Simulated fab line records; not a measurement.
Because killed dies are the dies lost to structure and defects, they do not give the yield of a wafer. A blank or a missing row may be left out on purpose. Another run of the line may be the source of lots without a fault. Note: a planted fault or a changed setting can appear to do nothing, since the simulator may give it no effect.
fab line records	flow sky130
[record] lots = 6	wafers = 18	last-day = 50
route steps=708 shown METAL5@668 PASSIVATION@681 PAD_OPEN@694
lots that met no fault: from a run of the same line without faults
start-h: the number of hours between the record's first day and the start of the first shown wafer of the lot	wait-h: hours from the lot's prior step to this one	" identical to the entry in the row above	L1.1+2: a row that stands for several wafers	- no value, or no start given	* or withheld: withheld	< > ~ a bound
route shown NAME@n: names a module that has steps shown in the file, with the first one's number in the route	usual: mean/standard deviation taken from wafers without a fault	same: alike in all rows	chamber/n: place in a boat	sites: the reading at each site	_std_site: how widely they spread, as a standard deviation	_edge_site: outer sites' mean less inner sites'	radius-mm: how far each site lies from the wafer's centre	mask NAME#n: copy n	behind: the tool/chamber that last shaped the wafer	hold: why the lot went on hold/how many hours it stayed there/how the hold came to an end	device: names the non-switching transistor (n, p or np)	end of line: the route-end tests of the same wafers	a step given without rows: its recipe and nothing more	killed: count of dies lost to structure and defects at first sort (not the wafer's yield)	map: shows each die of a wafer: x if killed, . if not, _ if none is there
set.NAME: the run value of the setting; set.NAME@STEP: its run value at that earlier step	model.NAME: the simulator's own value behind a step, which no gauge read
certain route steps with their lots: each step a table, each wafer a row
services: from which hour (start-h, from the record's first day; less than 0 if before it) a tool's chamber was out of use, for how many hours, and why
[[steps]]
[step SKY_METAL5_DEHYDRATE_07]
[recipe] temp-c = 200	time-s = 60
[step SKY_METAL5_HMDS_08]
[recipe] prime-time-s = 60	prime-temp-c = 120
[step SKY_METAL5_COAT_09]
[recipe] resist = NOVOLAK	spin-rpm = 3000	resist-thk-nm = 1800
[step SKY_METAL5_SOFTBAKE_10]
[recipe] temp-c = 90	time-s = 60	resist = NOVOLAK
[step SKY_METAL5_EXPOSE_11]
[recipe] mask-id = MM5	na = 0.6	source-shape = conventional	sigma-outer = 0.6	polarization = unpolarized	target-cd-nm = 1600	dose-mj = 190
[step SKY_METAL5_PEB_12]
[recipe] temp-c = withheld	time-s = *	resist = NOVOLAK
[step SKY_METAL5_DEVELOP_13]
[recipe] resist = NOVOLAK	developer = TMAH	develop-time-s = 60	dev-temp-c = 23
[step SKY_METAL5_DESCUM_14]
[recipe] chemistry = O2	source-power-w = 150	bias-power-w = 0	pressure-mtorr = 10	temp-c = 40	time-s = 11
[usual] drypump-motor-current-A = 5.8/0.5	oes-product-au = 0.993/0.0078
lot.wafer	tool	chamber	start-h	wait-h	drypump-motor-current-A	oes-product-au	rf-hours-counter-h
L888.3	rie-metal-04	0	1023.39	0.1	6.7	0.992	-
L888.4	"	1	"	"	5.8	0.990	-
L888.6	"	0	"	"	6.6	0.988	-
L895.3	rie-metal-04	0	1071.80	0.1	6.7	0.993	-
L895.5	"	1	"	"	5.9	0.988	-
L895.6	"	0	"	"	6.7	0.987	-
L904.2	rie-metal-04	0	1153.69	0.1	6.7	0.989	15
L904.4	"	0	"	"	6.7	0.995	-
L904.5	"	1	"	"	5.8	0.989	-
L905.2	rie-metal-01	0	1156.18	0.1	5.8	0.989	26
L905.3	"	0	"	"	5.8	0.993	-
L905.5	"	0	"	"	5.8	0.997	-
L908.1	rie-metal-02	1	1156.48	0.1	5.9	0.996	28
L908.2	"	0	"	"	5.7	0.988	8
L908.6	"	0	"	"	5.8	0.989	-
L910.2	rie-metal-01	0	1160.73	0.1	5.8	0.990	26
L910.4	"	1	"	"	5.0	1.002	-
L910.5	"	1	"	"	5.0	1.004	-
[step SKY_METAL5_METAL_ETCH_15]
[recipe] target-depth-a = 12600	stop-on = SiO2	over-etch-frac = 0.2	time-s = 252	chemistry = Cl2/BCl3	resist-sidewall-deg = 86	pressure-mtorr = 10	icp-w = 900	bias-w = 48.5	Cl2_flow_sccm = 60	bcl3-flow-sccm = 30
[step SKY_METAL5_STRIP_16]
[recipe] chemistry = O2/N2	power-w = 1440	pressure-mtorr = 1500	platen-temp-c = withheld	o2-flow-sccm = 3000	n2-flow-sccm = 300	overash-fraction = 0.5
[step SKY_METAL5_STRIP_17]
[recipe] chemistry = post-etch-residue-remover	time-s = 1200	temp-c = 72.5
[step SKY_METAL5_CLEAN_18]
[recipe] chemistry = IPA	time-s = 180	temp-c = 25
[step SKY_METAL5_CLEAN_19]
[recipe] chemistry = O3/DIW	dry = n2-spin
lot.wafer	tool	chamber	start-h	wait-h
L888.3+4+6	wet-bench-04	2	1024.18	0.0
L895.3+5+6	wet-bench-02	1	1072.56	0.0
L904.2+4+5	wet-bench-04	3	1154.46	0.0
L905.2+3+5	wet-bench-04	1	1156.95	0.0
L908.1+2+6	wet-bench-02	0	1157.31	0.0
L910.2+4+5	wet-bench-02	1	1161.50	0.0
[step SKY_PASSIVATION_CVD_00]
[recipe] material = SiO2	target-thk-nm = 90	temp-c = 400	time-s = withheld	rf-w = 600
[usual] heater-power-w = 624/100
lot.wafer	tool	chamber	start-h	wait-h	heater-power-w
L888.3	pecvd-02	1	1024.28	0.0	575
L888.4	"	1	"	"	574
L888.6	"	0	"	"	788
L895.3	pecvd-01	0	1072.65	0.0	531
L895.5	"	2	"	"	547
L895.6	"	1	"	"	585
L904.2	pecvd-02	0	1154.56	0.0	868
L904.4	"	2	"	"	670
L904.5	"	0	"	"	878
L905.2	pecvd-03	2	1157.04	0.0	710
L905.3	"	1	"	"	808
L905.5	"	1	"	"	814
L908.1	pecvd-03	0	1157.42	0.0	707
L908.2	"	2	"	"	630
L908.6	"	2	"	"	662
L910.2	pecvd-02	2	1161.60	0.0	618
L910.4	"	0	"	"	790
L910.5	"	1	"	"	520
[step SKY_PASSIVATION_THK_MEAS_01]
[recipe] reads = SiO2_of_PASSIVATION_CVD_00
[usual] PASSIVATION_CVD_00_THK = 90.1/1.2
lot.wafer	tool	chamber	start-h	wait-h	PASSIVATION_CVD_00_THK[nm]
L888.3	film-metro-02	-	1024.32	-	88.2
L888.4	"	-	"	"	89.7
L888.6	"	-	"	"	90.6
L895.3	film-metro-04	-	1072.69	-	90.0
L895.5	"	-	"	"	90.9
L895.6	"	-	"	"	91.5
L904.2	film-metro-04	-	1154.59	-	88.6
L904.4	"	-	"	"	90.9
L904.5	"	-	"	"	89.5
L905.2	film-metro-03	-	1157.07	-	87.5
L905.3	"	-	"	"	90.4
L905.5	"	-	"	"	91.6
L908.1	film-metro-02	-	1157.44	-	91.0
L908.2	"	-	"	"	89.6
L908.6	"	-	"	"	90.5
L910.2	film-metro-03	-	1161.63	-	89.1
L910.4	"	-	"	"	90.1
L910.5	"	-	"	"	89.9
[step SKY_PASSIVATION_CVD_02]
[recipe] material = Si3N4	target-thk-nm = 540	temp-c = 400	time-s = withheld	rf-w = 450
[usual] heater-power-w = 695/110
lot.wafer	tool	chamber	start-h	wait-h	heater-power-w
L888.3	pecvd-03	0	1024.36	0.0	693
L888.4	"	1	"	"	899
L888.6	"	2	"	"	607
L895.3	pecvd-03	1	1072.73	0.0	908
L895.5	"	2	"	"	714
L895.6	"	1	"	"	763
L904.2	pecvd-03	0	1154.64	0.0	636
L904.4	"	1	"	"	833
L904.5	"	0	"	"	675
L905.2	pecvd-01	2	1157.12	0.0	694
L905.3	"	0	"	"	582
L905.5	"	0	"	"	577
L908.1	pecvd-02	0	1157.50	0.1	831
L908.2	"	1	"	"	658
L908.6	"	1	"	"	528
L910.2	pecvd-01	2	1161.68	0.0	603
L910.4	"	2	"	"	619
L910.5	"	1	"	"	601
[step SKY_PASSIVATION_THK_MEAS_03]
[recipe] reads = Si3N4_of_PASSIVATION_CVD_02
[usual] PASSIVATION_CVD_02_THK = 538/6.3
lot.wafer	tool	chamber	start-h	wait-h	PASSIVATION_CVD_02_THK[nm]
L888.3	film-metro-04	-	1024.60	-	532
L888.4	"	-	"	"	539
L888.6	"	-	"	"	541
L895.3	film-metro-02	-	1072.98	-	543
L895.5	"	-	"	"	543
L895.6	"	-	"	"	540
L904.2	film-metro-04	-	1154.87	-	530
L904.4	"	-	"	"	541
L904.5	"	-	"	"	541
L905.2	film-metro-03	-	1157.35	-	542
L905.3	"	-	"	"	540
L905.5	"	-	"	"	550
L908.1	film-metro-03	-	1157.73	-	537
L908.2	"	-	"	"	540
L908.6	"	-	"	"	550
L910.2	film-metro-03	-	1161.91	-	537
L910.4	"	-	"	"	547
L910.5	"	-	"	"	550
[step SKY_PASSIVATION_DEHYDRATE_04]
[recipe] temp-c = 200	time-s = 60
[step SKY_PASSIVATION_HMDS_05]
[recipe] prime-time-s = 60	prime-temp-c = 120
[step SKY_PASSIVATION_COAT_06]
[recipe] spin-rpm = 2000	resist-thk-nm = 3000
[step SKY_PASSIVATION_SOFTBAKE_07]
[recipe] temp-c = 110	time-s = withheld
[step SKY_PASSIVATION_EXPOSE_08]
[recipe] mask-id = NSM	target-cd-nm = 3000	na = 0.57	dose-mj = 260
[step SKY_PASSIVATION_PEB_09]
[recipe] temp-c = 115	time-s = withheld
[step SKY_PASSIVATION_DEVELOP_10]
[recipe] develop-time-s = 60	dev-temp-c = 23
[step SKY_PASSIVATION_ETCH_11]
[recipe] chemistry = CF4/O2	target-depth-nm = 725	stop-on = AlCu	source-w = 800	bias-w = 150	pressure-mtorr = 150	cf4-flow-sccm = 80	O2_flow_sccm = 10	time-s = 161.1
[step SKY_PASSIVATION_STRIP_12]
[recipe] chemistry = O2/N2	power-w = 1400	pressure-mtorr = 1500	platen-temp-c = withheld	overash-fraction = 0.7	o2-flow-sccm = 3000	n2-flow-sccm = 300
[step SKY_PAD_OPEN_DEHYDRATE_00]
[recipe] temp-c = 200	time-s = 60
[step SKY_PAD_OPEN_HMDS_01]
[recipe] prime-time-s = 60	prime-temp-c = 120
[step SKY_PAD_OPEN_COAT_02]
[recipe] spin-rpm = 2000	resist-thk-nm = 2984
[step SKY_PAD_OPEN_SOFTBAKE_03]
[recipe] temp-c = 110	time-s = withheld
[step SKY_PAD_OPEN_EXPOSE_04]
[recipe] mask-id = PDM	target-cd-nm = 60000	na = 0.57	dose-mj = 260
[step SKY_PAD_OPEN_PEB_05]
[recipe] temp-c = 115	time-s = withheld
[step SKY_PAD_OPEN_DEVELOP_06]
[recipe] develop-time-s = 60	dev-temp-c = 23
[step SKY_PAD_OPEN_ETCH_07]
[recipe] chemistry = CF4/O2	target-depth-nm = 725	stop-on = AlCu	source-w = 800	bias-w = 150	pressure-mtorr = 150	cf4-flow-sccm = 80	O2_flow_sccm = 10	time-s = 161.1
[usual] cf4-flow-sccm = 79.97/0.23	drypump-motor-current-A = 5.72/0.3	oes-product-au = 0.975/0.0069	throttle-valve-pct = 5.963/0.01
lot.wafer	tool	chamber	start-h	wait-h	cf4-flow-sccm	drypump-motor-current-A	oes-product-au	rf-hours-counter-h	throttle-valve-pct
L888.3	rie-diel-01	3	1068.92	-	79.84	5.17	0.957	11	5.964
L888.4	"	1	"	"	80.11	5.85	0.970	23	5.971
L888.6	"	2	"	"	80.39	5.95	0.975	-	5.963
L895.3	rie-diel-01	0	1114.19	-	79.99	5.95	0.973	9	5.978
L895.5	"	2	"	"	79.98	5.93	0.972	-	5.940
L895.6	"	3	"	"	79.77	5.18	0.979	-	5.982
L904.2	rie-diel-01	0	1188.17	-	79.67	5.92	0.962	11	5.955
L904.4	"	2	"	"	79.61	5.92	0.973	1	5.955
L904.5	"	2	"	"	79.68	5.91	0.973	-	5.965
L905.2	rie-diel-04	2	1192.03	-	80.44	5.58	0.977	23	5.968
L905.3	"	1	"	"	80.25	5.49	0.983	25	5.937
L905.5	"	2	"	"	80.39	5.57	0.983	-	5.954
L908.1	rie-diel-02	0	1192.38	-	79.99	5.58	0.977	10	5.969
L908.2	"	1	"	"	79.70	5.84	0.979	26	5.960
L908.6	"	0	"	"	79.79	5.59	0.988	-	5.951
L910.2	rie-diel-04	0	1195.62	-	79.85	5.98	0.974	28	5.947
L910.4	"	1	"	"	80.08	5.48	0.979	25	5.964
L910.5	"	2	"	"	80.27	5.59	0.978	-	5.968
[step SKY_PAD_OPEN_STRIP_08]
[recipe] chemistry = O2/N2	power-w = 1400	pressure-mtorr = 1500	platen-temp-c = withheld	overash-fraction = 0.7	o2-flow-sccm = 3000	n2-flow-sccm = 300
[usual] drypump-motor-current-A = 5.5/0.4	oes-product-au = 0.663/0.0042	strip-time-to-endpoint-s = 36.95/0.12
lot.wafer	tool	chamber	start-h	wait-h	drypump-motor-current-A	oes-product-au	rf-hours-counter-h	strip-time-to-endpoint-s
L888.3	plasma-asher-01	0	1069.06	0.1	5.6	0.668	-	37.18
L888.4	"	1	"	"	4.9	0.663	-	37.00
L888.6	"	0	"	"	5.6	0.661	-	37.01
L895.3	plasma-asher-02	1	1114.33	0.1	6.0	0.657	-	36.84
L895.5	"	0	"	"	6.0	0.661	-	36.76
L895.6	"	1	"	"	6.0	0.656	-	36.75
L904.2	plasma-asher-01	0	1188.27	0.1	5.6	0.665	42	36.90
L904.4	"	1	"	"	4.9	0.665	-	36.96
L904.5	"	1	"	"	4.9	0.664	-	36.88
L905.2	plasma-asher-02	0	1192.14	0.1	6.0	0.661	109	36.90
L905.3	"	1	"	"	6.0	0.660	-	36.88
L905.5	"	1	"	"	6.0	0.658	-	36.88
L908.1	plasma-asher-04	0	1192.49	0.1	5.5	0.659	75	37.00
L908.2	"	1	"	"	5.3	0.659	75	37.06
L908.6	"	0	"	"	5.5	0.661	-	37.02
L910.2	plasma-asher-01	1	1195.72	0.1	4.9	0.658	43	36.86
L910.4	"	0	"	"	5.6	0.666	-	36.86
L910.5	"	1	"	"	4.9	0.664	-	36.94
[step SKY_PAD_OPEN_STRIP_09]
[recipe] chemistry = post-etch-residue-remover	time-s = 1200	temp-c = 72.5
[step SKY_PAD_OPEN_CLEAN_10]
[recipe] chemistry = IPA	time-s = 180	temp-c = 25
[step SKY_PAD_OPEN_CLEAN_11]
[recipe] chemistry = O3/DIW	dry = n2-spin
[step SKY_PAD_OPEN_ANNEAL_12]
[recipe] temp-c = 403.3	time-s = withheld	ambient = N2/H2	idle-temp-c = 300	ramp-up-c-per-min = 8	ramp-down-c-per-min = 4
[step SKY_PAD_OPEN_BOW_MEAS_13]
[recipe] mode = bow
[usual] PAD_OPEN_BOW = 49/8.4
lot.wafer	tool	chamber	start-h	wait-h	PAD_OPEN_BOW[um]
L888.3	film-metro-01	-	1071.15	-	51
L888.4	"	-	"	"	59
L888.6	"	-	"	"	53
L895.3	film-metro-04	-	1116.49	-	46
L895.5	"	-	"	"	32
L895.6	"	-	"	"	24
L904.2	film-metro-04	-	1190.43	-	63
L904.4	"	-	"	"	44
L904.5	"	-	"	"	58
L905.2	film-metro-01	-	1194.27	-	36
L905.3	"	-	"	"	37
L905.5	"	-	"	"	35
L908.1	film-metro-01	-	1194.97	-	41
L908.2	"	-	"	"	57
L908.6	"	-	"	"	47
L910.2	film-metro-04	-	1197.83	-	50
L910.4	"	-	"	"	43
L910.5	"	-	"	"	51
[step SKY_PAD_OPEN_PROBE_99]
[usual] defect-limited-yield = 82.8/1.7	killed_at_M0_to_M3 = 43/6.2	killed_at_M4_up = 2.8/1.7	killed-at-contacts = 24/4.8	killed-at-front-end = 15/4.3	killed-at-other = 0.3/0.55	killed-dies = 85/8.4	killed-on-rim = 17/3.8	killed-open = 46/6.7	killed-short = 38/6.2	sort_bin_3_pad_short = 0.9/0.46	sort_bin_5_function = 10.2/1.3	sort_bin_6_memory = 6.1/0.9	sort-n-pass = 407/8.4	sort-yield-pct = 82.8/1.7
[same] gross-dies = 492	killed-at-back-side = 0	sort_bin_4_leakage[%] = 0	sort_bin_8_speed[%] = 0
lot.wafer	tool	chamber	start-h	wait-h	defect-limited-yield[%]	killed_at_M0_to_M3	killed_at_M4_up	killed-at-contacts	killed-at-front-end	killed-at-other	killed-dies	killed-on-rim	killed-open	killed-short	sort_bin_3_pad_short[%]	sort_bin_5_function[%]	sort_bin_6_memory[%]	sort-n-pass	sort-yield-pct[%]	model.etest.tester.sort-n-pass	model.etest.tester.sort-yield-pct	model.etest.tester.sort_bin_5_pct	model.etest.tester.sort_bin_3_pct
L888.3	prober-02	-	1071.33	0.2	86.4	33	3	21	10	0	67	12	35	32	0.8	6.7	6.1	425	86.4	425	86.38	6.707	0.813
L888.4	prober-02	-	1071.38	0.2	81.7	50	1	25	14	0	90	22	45	45	0.6	10.4	7.3	402	81.7	402	81.71	10.37	0.6098
L888.6	prober-02	-	1071.48	0.2	82.3	44	5	22	16	0	87	17	52	34	0.4	10.8	6.5	405	82.3	405	82.32	10.77	0.4065
L895.3	prober-01	-	1116.67	0.2	80.1	34	2	41	21	0	98	18	64	34	0.6	11.6	7.7	394	80.1	394	80.08	11.59	0.6098
L895.5	prober-01	-	1116.77	0.2	79.7	50	6	28	16	0	100	15	40	60	1.6	11.2	7.5	392	79.7	392	79.67	11.18	1.626
L895.6	prober-01	-	1116.82	0.2	82.9	37	4	28	14	1	84	18	52	32	1.2	10.0	5.9	408	82.9	408	82.93	9.959	1.22
L904.2	prober-02	-	1190.58	0.1	74.0	50	45	26	6	1	128	15	46	39	1.6	18.3	6.1	364	74.0	364	73.98	18.29	1.626
L904.4	prober-02	-	1190.68	0.2	73.6	47	45	23	14	1	130	17	41	51	2.4	16.7	7.3	362	73.6	362	73.58	16.67	2.439
L904.5	prober-02	-	1190.73	0.2	74.6	41	43	21	19	1	125	17	46	38	2.4	15.9	7.1	367	74.6	367	74.59	15.85	2.439
L905.2	prober-02	-	1194.42	0.1	75.6	35	50	23	12	0	120	23	42	34	1.4	15.7	7.3	372	75.6	372	75.61	15.65	1.423
L905.3	prober-02	-	1194.47	0.2	78.7	34	39	21	11	0	105	20	33	34	2.2	14.0	5.1	387	78.7	387	78.66	14.02	2.236
L905.5	prober-02	-	1194.57	0.2	77.8	37	42	12	18	0	109	21	44	25	1.6	15.2	5.3	383	77.8	383	77.85	15.24	1.626
L908.1	prober-01	-	1195.09	0.1	83.1	45	7	17	14	0	83	10	45	38	0.8	9.1	6.9	409	83.1	409	83.13	9.146	0.813
L908.2	prober-01	-	1195.14	0.1	82.3	54	3	16	14	0	87	15	46	41	1.0	11.0	5.7	405	82.3	405	82.32	10.98	1.016
L908.6	prober-01	-	1195.34	0.2	84.3	39	2	26	10	0	77	17	36	41	0.8	10.0	4.9	415	84.3	415	84.35	9.959	0.813
L910.2	prober-01	-	1197.98	0.1	82.9	42	2	30	9	1	84	10	48	36	0.6	10.6	5.9	408	82.9	408	82.93	10.57	0.6098
L910.4	prober-01	-	1198.08	0.2	84.8	45	1	20	9	0	75	9	45	30	0.6	9.3	5.3	417	84.8	417	84.76	9.35	0.6098
L910.5	prober-01	-	1198.13	0.2	82.3	36	2	28	21	0	87	21	51	36	1.0	10.4	6.3	405	82.3	405	82.32	10.37	1.016
// killed by level:class
L888.3 CONTACT:geometric-particle:open=11 VIA2:geometric-particle:open=7 FIELD_ISO:geometric-particle:short=6 METAL1:geometric-particle:short=5 VIA3:geometric-particle:open=5 LI_CONTACT:geometric-particle:short=4 CONTACT:geometric-particle:short=4 VIA1:geometric-particle:open=4
L888.4 VIA1:geometric-particle:open=15 VIA1:geometric-particle:short=10 METAL1:geometric-particle:short=8 CONTACT:geometric-particle:open=7 LI_CONTACT:geometric-particle:open=6 CONTACT:geometric-particle:short=6 FIELD_ISO:geometric-particle:short=5 VIA3:geometric-particle:open=5
L888.6 VIA1:geometric-particle:open=15 VIA3:geometric-particle:open=12 CONTACT:geometric-particle:open=9 CONTACT:geometric-particle:short=6 FIELD_ISO:geometric-particle:open=5 FIELD_ISO:geometric-particle:short=5 METAL2:geometric-particle:short=5 METAL4:geometric-particle:short=4
L895.3 LI_CONTACT:geometric-particle:open=18 CONTACT:geometric-particle:open=11 FIELD_ISO:geometric-particle:open=7 VIA2:geometric-particle:open=6 SPACER:geometric-particle:open=5 VIA3:geometric-particle:open=5 VIA1:geometric-particle:short=5 METAL2:geometric-particle:short=5
L895.5 LI_CONTACT:geometric-particle:short=9 VIA1:geometric-particle:open=8 CONTACT:geometric-particle:open=8 VIA1:geometric-particle:short=8 METAL2:geometric-particle:short=8 POLY_GATE:geometric-particle:short=7 CONTACT:geometric-particle:short=7 VIA3:geometric-particle:short=7
L895.6 CONTACT:geometric-particle:open=11 VIA1:geometric-particle:open=10 LI_CONTACT:geometric-particle:open=10 VIA3:geometric-particle:open=6 FIELD_ISO:geometric-particle:open=4 POLY_GATE:geometric-particle:short=4 CONTACT:geometric-particle:short=4 VIA1:geometric-particle:short=4
L904.2 METAL5:unspecified=43 VIA1:geometric-particle:open=12 CONTACT:geometric-particle:open=11 METAL1:geometric-particle:short=8 VIA3:geometric-particle:open=8 CONTACT:geometric-particle:short=5 LI_CONTACT:geometric-particle:open=5 LOCAL_INTERCONNECT:geometric-particle:short=4
L904.4 METAL5:unspecified=38 METAL1:geometric-particle:short=8 VIA1:geometric-particle:open=8 CONTACT:geometric-particle:open=7 CONTACT:geometric-particle:short=6 VIA3:geometric-particle:open=6 LI_CONTACT:geometric-particle:open=5 VIA1:geometric-particle:short=5
L904.5 METAL5:unspecified=40 LI_CONTACT:geometric-particle:open=9 VIA3:geometric-particle:open=9 VIA1:geometric-particle:open=7 POLY_GATE:geometric-particle:short=5 FIELD_ISO:geometric-particle:short=4 CONTACT:geometric-particle:open=4 METAL2:geometric-particle:short=4
L905.2 METAL5:unspecified=44 CONTACT:geometric-particle:open=12 VIA1:geometric-particle:open=10 FIELD_ISO:geometric-particle:open=5 METAL3:geometric-particle:short=5 VIA2:geometric-particle:short=4 FIELD_ISO:geometric-particle:short=3 LI_CONTACT:geometric-particle:open=3
L905.3 METAL5:unspecified=38 CONTACT:geometric-particle:open=7 METAL1:geometric-particle:short=7 CONTACT:geometric-particle:short=5 VIA1:geometric-particle:open=5 VIA3:geometric-particle:short=5 LI_CONTACT:geometric-particle:open=4 POLY_GATE:geometric-particle:open=4
L905.5 METAL5:unspecified=40 VIA2:geometric-particle:open=8 VIA3:geometric-particle:open=7 VIA1:geometric-particle:open=7 POLY_GATE:geometric-particle:open=5 FIELD_ISO:geometric-particle:open=4 CONTACT:geometric-particle:open=4 FIELD_ISO:geometric-particle:short=3
L908.1 VIA1:geometric-particle:open=12 VIA2:geometric-particle:open=10 VIA1:geometric-particle:short=8 LOCAL_INTERCONNECT:geometric-particle:short=6 CONTACT:geometric-particle:open=6 METAL4:geometric-particle:short=6 VIA3:geometric-particle:open=5 POLY_GATE:geometric-particle:open=5
L908.2 VIA1:geometric-particle:open=17 METAL1:geometric-particle:short=10 LI_CONTACT:geometric-particle:open=8 POLY_GATE:geometric-particle:short=5 VIA1:geometric-particle:short=5 METAL2:geometric-particle:short=5 LI_CONTACT:geometric-particle:short=4 VIA2:geometric-particle:open=4
L908.6 LI_CONTACT:geometric-particle:open=8 VIA1:geometric-particle:open=7 CONTACT:geometric-particle:short=6 METAL1:geometric-particle:short=5 VIA1:geometric-particle:short=5 METAL3:geometric-particle:short=5 LI_CONTACT:geometric-particle:short=4 CONTACT:geometric-particle:open=4
L910.2 CONTACT:geometric-particle:open=12 VIA3:geometric-particle:open=10 VIA1:geometric-particle:open=8 LI_CONTACT:geometric-particle:open=8 VIA1:geometric-particle:short=6 METAL1:geometric-particle:short=5 LI_CONTACT:geometric-particle:short=4 CONTACT:geometric-particle:short=4
L910.4 VIA1:geometric-particle:open=8 VIA2:geometric-particle:open=8 LI_CONTACT:geometric-particle:open=7 VIA3:geometric-particle:open=7 METAL2:geometric-particle:short=6 FIELD_ISO:geometric-particle:short=5 CONTACT:geometric-particle:open=5 METAL1:geometric-particle:short=4
L910.5 CONTACT:geometric-particle:open=12 VIA1:geometric-particle:open=9 LI_CONTACT:geometric-particle:open=7 VIA3:geometric-particle:open=7 SPACER:geometric-particle:short=6 METAL1:geometric-particle:short=6 LI_CONTACT:geometric-particle:short=5 FIELD_ISO:geometric-particle:open=4
// map L904.4 (x killed, . not)
__________x.x..xxx.._________
________x........x..x._______
______......x..x.......x_____
_____x.x......x...x......____
____..x......x.........x.x___
___.....x..x..............x__
__.....x.x.............x.x.._
_......x.........xx..........
_x.x.x....x.....x.xx.........
_.....x.......x...x...xxx....
_.....x.x.....xx......x......
_.x.........xxxxxx....xxx.xx.
_x....x...x.xxxxxxxx..x......
_.x.........xxxxxxxx........x
_.....xx.x.xxxxxxx.x......xx.
__........x.xxxxxxx..x.x...._
___..xx...xx.xxx.x.x...x.x.__
____.x.......xx.xxx.......___
_____...xx...x...........____
______...x..x....x......_____
________...x....xx...._______
__________.........._________
// map L905.2 (x killed, . not)
__________xx.......x_________
________.x........x..._______
______...x....xx..x....._____
_____..x...........x..x..____
____xx.x..x...............___
___....x...x.x.........x.xx__
__...x..............x......._
_...x..xx...x...x.....x.x....
_.....x.x.............x......
_......x..x.......x.xx.......
_...................x........
_.......x.x..x......xx.xx....
_..................x.xxxxx...
_x.x.....xx...xx.x.xxxxxxxx..
_x.x...........x.xxx.xxxxxxx.
__x...x.xx........x.xxxxxxxx_
___..x.......xx......xxx.x.__
____........x.x...x..xxxxx___
_____....x...x..x......x.____
______.x.........x......_____
________..x......x.x.._______
__________.....x...x_________
[[services]]
tool	chamber	start-h	hours	kind
plasma-asher-04	-	1007.67	14.6	pm
rie-metal-04	-	1010.25	2.8	pm
rie-metal-04	-	1013.62	2.3	repair
rie-diel-02	3	1015.45	5.2	repair
rie-metal-02	1	1025.71	2.6	repair
wet-bench-02	-	1026.74	3.8	repair
rie-diel-01	1	1028.03	23.8	repair
rie-diel-01	-	1049.20	0.9	repair
rie-diel-04	0	1054.04	6.5	repair
rie-metal-04	1	1066.14	4.3	repair
pecvd-02	1	1084.71	4.6	repair
rie-diel-04	0	1087.93	2.5	repair
rie-diel-04	-	1096.40	2.8	pm
pecvd-03	-	1101.44	6.0	pm
rie-metal-04	1	1104.60	4.0	repair
pecvd-02	-	1119.99	6.0	pm
rie-diel-04	-	1127.82	0.5	repair
rie-diel-04	0	1131.70	3.2	repair
rie-diel-04	3	1163.65	9.6	repair
pecvd-03	2	1164.73	9.5	repair
pecvd-01	-	1175.36	14.6	pm
rie-diel-01	2	1181.71	1.5	repair
rie-diel-04	0	1184.42	10.5	repair
rie-diel-01	0	1185.54	1.5	repair
[[key]]
[first-sign] step = SKY_PAD_OPEN_PROBE_99	reading = killed_at_M4_up	direction = up	sigmas = 25	usual = 2.8	struck = 44
[effect] step = SKY_PAD_OPEN_PROBE_99	reading = sort_bin_5_function	direction = up	sigmas = 4.3	usual = 10.2	struck = 16.0
[model-effect] step = SKY_PAD_OPEN_PROBE_99	value = etest.tester.sort-n-pass	without = 408.3	struck = 372.5
met-at SKY_METAL5_CLEAN_19
struck-wafers L904.2,L904.4,L904.5,L905.2,L905.3,L905.5
onset-between 1024.18 1154.46
[fault] kind = chamber-particle-source	tool = wet-bench-04	chamber = -	onset-h = 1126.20	steps = SKY_METAL5_CLEAN_19	rate-per-visit-cm2 = 0.38692	end-h = 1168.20
